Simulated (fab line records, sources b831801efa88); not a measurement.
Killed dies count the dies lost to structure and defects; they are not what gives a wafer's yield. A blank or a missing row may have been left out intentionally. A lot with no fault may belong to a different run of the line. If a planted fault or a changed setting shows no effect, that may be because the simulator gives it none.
A lot that was struck, set against a sound lot -- flow sky130 -- 36 out of 708 route steps
Sound: these wafers, L291.3, L291.5, L291.6. Wafers struck: L286.2, L286.3, L286.5. The cause is given at the end.
Per side, at each step with rows, come the tool, then ch with its chambers, and then its first start. Under that, the readings that differ: sound wafers -- struck wafers -- difference of the means -- sigmas: that difference in standard deviations of wafers without a fault.
alike: readings whose means differ by less than 2 such deviations, and words and numbers that are the same on both sides. not compared: withheld readings, readings that some wafer has no value for, bounds like >300 that may hide the same value, and numbers for which the record gives no deviation and whose values overlap.
A row with sigmas, a row that says differs or no value, or rows on one side alone: a step with any of these is where the two part. Numbers that don't overlap but have no deviation are shown without sigmas and don't part them. A reading missing from all wafers of one side parts the sides only when that side holds two or more wafers.

first, 10 steps without rows for these wafers: SKY_POLY_CUT_ETCH_10 (etches BARC in N2/H2, stops on SiO2, time 45.9 s, target depth 60 nm); SKY_POLY_CUT_ETCH_11 (etches Si3N4 in CF4/CH2F2/Ar, stops on poly-Si, time 42.5 s, target depth 60 nm); SKY_POLY_CUT_STRIP_12 (strips in O2/N2); SKY_SD_P_DEHYDRATE_00 (time 60 s); SKY_SD_P_HMDS_01 (prime time 60 s); SKY_SD_P_COAT_02 (resist thk 1140 nm); SKY_SD_P_SOFTBAKE_03 (time 60 s); SKY_SD_P_EXPOSE_04 (exposes mask PSDM, target cd 380 nm); SKY_SD_P_PEB_05; SKY_SD_P_DEVELOP_06 (develop time 60 s).
SKY_SD_P_IMPLANT_09:
  sound on implanter-04 ch 0, day 31 08:40; struck on implanter-03 ch 0, day 29 18:07
SKY_SD_P_STRIP_10: strips in O2/N2.
  sound on plasma_asher-02 ch 0,1, day 31 08:48; struck on plasma_asher-03 ch 0,1, day 29 18:14
reading,sound,struck,difference,sigmas
oes_product_au (a.u.),0.617 0.619 0.616,0.587 0.590 0.586,-0.030,-7
strip_time_to_endpoint_s (s),17.49 17.45 17.48,18.96 18.92 19.00,+1.49,+42
  alike: drypump_motor_current_A
  not compared: rf_hours_counter_h
SKY_SD_P_TW_MEAS_11:
  sound on film_metro-04 at day 31 08:53; struck on film_metro-01 at day 29 18:20
reading,sound,struck,difference,sigmas
SD_P_TW,2820 2825 2814,3220 3210 3200,+390,+9
then, 21 steps without rows for these wafers: SKY_RES_XHIGH_DEHYDRATE_00 (time 60 s); SKY_RES_XHIGH_HMDS_01 (prime time 60 s); SKY_RES_XHIGH_COAT_02 (resist thk 1140 nm); SKY_RES_XHIGH_SOFTBAKE_03 (time 60 s); SKY_RES_XHIGH_EXPOSE_04 (exposes mask URPM, target cd 1270 nm); SKY_RES_XHIGH_PEB_05; SKY_RES_XHIGH_DEVELOP_06 (develop time 60 s); SKY_RES_XHIGH_IMPLANT_07; SKY_RES_XHIGH_STRIP_08 (strips in O2/N2); SKY_SD_N_DEHYDRATE_00 (time 60 s); SKY_SD_N_HMDS_01 (prime time 60 s); SKY_SD_N_COAT_02 (resist thk 1140 nm); SKY_SD_N_SOFTBAKE_03 (time 60 s); SKY_SD_N_EXPOSE_04 (exposes mask NSDM, target cd 380 nm); SKY_SD_N_PEB_05; SKY_SD_N_DEVELOP_06 (develop time 60 s); SKY_SD_N_IMPLANT_09; SKY_SD_N_IMPLANT_10; SKY_SD_N_STRIP_11 (strips in O2/N2); SKY_SD_N_CLEAN_13 (cleans in SC1/SC2, time 150 s); SKY_SD_N_RTA_14 (time 2 s).
-- the record jumps here: 2 days lie between the struck wafers' starts before and after --
SKY_SD_N_RS_MEAS_17: the measuring method here is four-point-probe.
  sound on film_metro-04 at day 33 14:51; struck on film_metro-04 at day 32 01:51
reading,sound,struck,difference,sigmas
SD_P_RS (ohm/sq),146.7 146.6 146.9,137.9 138.1 137.7,-8.8,-24
-- record jumps: 17 days separate the struck wafers' starts on either side; left off in module SD_N, taken up again in module PAD_OPEN, whose first shown step is the route's number 708 --
SKY_PAD_OPEN_PROBE_99:
  sound on prober-01 at day 49 22:32; struck on prober-02 at day 48 22:08
reading,sound,struck,difference,sigmas
model.etest.res_high_po.line_ohm_um,753.4 754.8 722.8,514.9 514.6 517.6,-228.0,
model.etest.res_pdiff.line_ohm_um,1349 1351 1359,1131 1153 1162,-204,
model.etest.licon_high_po.rc_ohm,351.6 358.7 361.4,195.3 192.1 186,-166.1,
model.etest.pfet_g5v0d10v5.r_on_ohm_um,4729 4800 4741,4556 4580 4616,-173,
model.etest.licon_pdiff.rc_ohm,582.1 612.2 597.3,479.2 475.9 470.6,-122.0,
model.etest.res_high_po.rs_ohm_sq,262.1 267 261.5,184.2 177.1 183.2,-82.0,
model.etest.res_pdiff_hv.rs_ohm_sq,189.1 189.2 188.3,156.5 157.9 157.3,-31.6,
model.etest.res_pdiff.rs_ohm_sq,194.1 194.2 194.6,165.1 165.8 164.7,-29.1,
  alike: killed_at_M0_to_M3, killed_at_M4_up, killed_at_contacts, killed_at_front_end, killed_at_other, killed_dies, killed_open, killed_short

WHERE THEY PART
Last at SKY_SD_N_RS_MEAS_17 as far as this record goes, first at SKY_SD_P_STRIP_10. Later steps at which nothing parts them and some readings are alike: SKY_PAD_OPEN_PROBE_99.

WHY: what the simulator had put in
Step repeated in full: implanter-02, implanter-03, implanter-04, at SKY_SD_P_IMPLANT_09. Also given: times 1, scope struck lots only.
